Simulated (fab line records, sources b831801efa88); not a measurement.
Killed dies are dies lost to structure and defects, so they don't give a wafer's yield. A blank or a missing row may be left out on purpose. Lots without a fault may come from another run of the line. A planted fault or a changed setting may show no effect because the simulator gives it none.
One fault seen from 2 desks | flow sfq_line | each desk has only its own numbers; what lay behind them comes last

THE METROLOGY DESK
What the gauges read, lot by lot, whatever tool the lot ran on: means of the sampled wafers that have a number. A lot is out of limits, marked OUT, if its mean lies more than 4 standard deviations from the usual mean; the brackets give that distance.
Columns: A = L0V_OVL at SFQ_L0V_OVL_MEAS_903, usual -1 nm; B = M0_NB_RS at SFQ_M0_RS_MEAS_904, usual 0.888 ohm/sq; C = M0_OVL at SFQ_M0_OVL_MEAS_906, usual -1 nm; D = I0_BOW at SFQ_I0_BOW_MEAS_907, usual 0 um; E = I0_OVL at SFQ_I0_OVL_MEAS_908, usual -1 nm; F = M1_NB_RS at SFQ_M1_RS_MEAS_909, usual 0.884 ohm/sq; G = M8_BOW at SFQ_M8_BOW_MEAS_951, usual 9 um
lot  | first seen here | A   | B     | C  | D  | E  | F     | G
L573 | day 7 06:20     | 5   | 0.885 | -3 | 4  | -0 | 0.891 | 3
L574 | day 7 09:55     | -7  | 0.888 | -1 | 4  | 4  | 0.874 | 23
L575 | day 7 17:08     | -11 | 0.892 | -2 | -4 | -1 | 0.885 | 15
L576 | day 8 04:35     | 12  | 0.896 | -1 | -2 | 2  | 0.892 | 10
L577 | day 8 09:25     | 1   | 0.878 | 3  | -5 | -7 | 0.896 | 7
L588 | day 11 16:35    | -10 | 0.887 | 1  | 4  | 1  | 0.867 | 4
L589 | day 12 02:11    | 2   | 0.887 | -0 | 9  | 6  | 0.894 | 20
This desk's finding: nothing out of limits on any of the 7 lots.

THE TOOL OWNER'S DESK: krf_scanner-01
The tool's own readings at SFQ_TRILAYER_M0_LITHO_EXPOSE_022 (exposes mask M0, target cd 500 nm): means of the sampled wafers that have a number, for each lot that ran on this tool. A lot is out of limits, marked OUT, if its mean lies more than 4 standard deviations from the usual mean; the brackets give that distance.
Columns: A = exposure_dose_mJ_cm2 at SFQ_TRILAYER_M0_LITHO_EXPOSE_022, usual 14.402
lot  | first seen here | A
L573 | day 11 08:05    | 14.417
L574 | day 11 12:41    | 14.420
L575 | day 11 22:41    | 10.553 (-99 or more) OUT
L576 | day 12 13:53    | 10.526 (-99 or more) OUT
L577 | day 12 21:41    | 10.545 (-99 or more) OUT
This desk's finding: out of limits on L575, L576, L577; first on L575, day 11 22:41 (exposure_dose_mJ_cm2 at SFQ_TRILAYER_M0_LITHO_EXPOSE_022). In limits: L573, L574.

PUT TOGETHER
The tool owner's desk could have raised an alarm at day 11 22:41, on L575, L576, L577.
The metrology desk saw nothing out of limits.
The metrology desk has L575, L576, L577 on record, within its limits.
Of the lots named, all ran SFQ_TRILAYER_M0_LITHO_EXPOSE_022 on krf_scanner-01.

WHAT THE SIMULATOR HAD PUT IN
Process parameter drift: krf_scanner-01, from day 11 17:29 on, at SFQ_TRILAYER_M0_LITHO_EXPOSE_022. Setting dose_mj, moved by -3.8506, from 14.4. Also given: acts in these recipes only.
Lots struck among those shown: L575, L576, L577.
Hours from the fault's start to each desk's first reading out of limits: the tool owner's desk, 5.
